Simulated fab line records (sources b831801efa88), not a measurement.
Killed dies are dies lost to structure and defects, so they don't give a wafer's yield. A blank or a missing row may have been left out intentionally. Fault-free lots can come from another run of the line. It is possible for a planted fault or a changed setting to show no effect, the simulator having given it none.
8D (eight disciplines) problem report, filled in by code / flow gf180mcu / the parts of the form that need people (team, actions taken, sign-off) are left out

1. WHAT WENT WRONG
At GF_V3_STRIP_18, n2-flow-sccm averages 359.9 sccm over 6 wafers from 2 lots, while fault-free wafers read 300.0 sccm, standard deviation 0.82. That is +73 standard deviations from the usual mean.
The step: strips in O2/N2.
First seen on wafer L736.1, day 24 23:11, on plasma-asher-04. The record holds 39 wafers of 13 lots with a number at this step. Rule for "out" (also "out of limits"): further than 4 standard deviations from the usual mean. Any other wafer with a number is counted as sound.

2. WHAT IT IS; WHAT IT IS NOT
question=which readings at this step | is=n2-flow-sccm | is not=chamber-pressure-mTorr, drypump-motor-current-A, heater-power-w
question=which lots | is=L736, L737 | is not=L729, L730, L734, L738, L740, L746, L747, L748, L749, L751, L752
question=which wafers of those lots | is=all that have a number | is not=-
question=read on which tools | is=plasma-asher-04 | is not=plasma-asher-01, plasma-asher-03
question=when | is=from day 24 23:11 | is not=up to then (9 sound wafers); but 24 sound wafers of L738, L740, L746, L747, L748, L749, L751, L752 came after

3. WHAT RULES OUT EACH SUSPECT
Counting: any tool at a process step up to the reading is kept as a suspect provided that every lot that is out went through it and no sound lot did after the first of them.
- plasma-asher-04 at GF_V3_STRIP_18 (strips in O2/N2): ruled out as a lasting fault. Following L736 (day 24 23:11), the first lot on it that is out, the sound lots L746, L752 were run on it.
Left after counting: nothing in the record.

4. THE CAUSE (what the simulator had put in)
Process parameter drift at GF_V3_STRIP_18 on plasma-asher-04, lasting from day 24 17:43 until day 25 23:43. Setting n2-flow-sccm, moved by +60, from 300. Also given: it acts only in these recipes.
Counting ruled it out, wrongly.

5. THE CHAIN OF EFFECTS, in route order
Rows list readings where the struck wafers' mean (over those with a number) sits beyond 3 standard deviations from the usual. Only readings for which the record gives a usual standard deviation are gone through. hours: the time from each lot's start at the first step in this table that gives one to its start at this step, as a median over the lots. sigmas: the change in usual standard deviations.
hours=0; step=GF_V3_STRIP_18; reading=n2-flow-sccm; usual=300.0 sccm; on struck wafers=359.9; change=+59.9; sigmas=+73
The process steps in it:
- GF_V3_STRIP_18: strips in O2/N2.

6. WHAT WOULD HAVE CAUGHT IT SOONER
First out-of-limits reading in this record: day 24 23:11, which is 5 hours after fault onset at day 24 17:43.
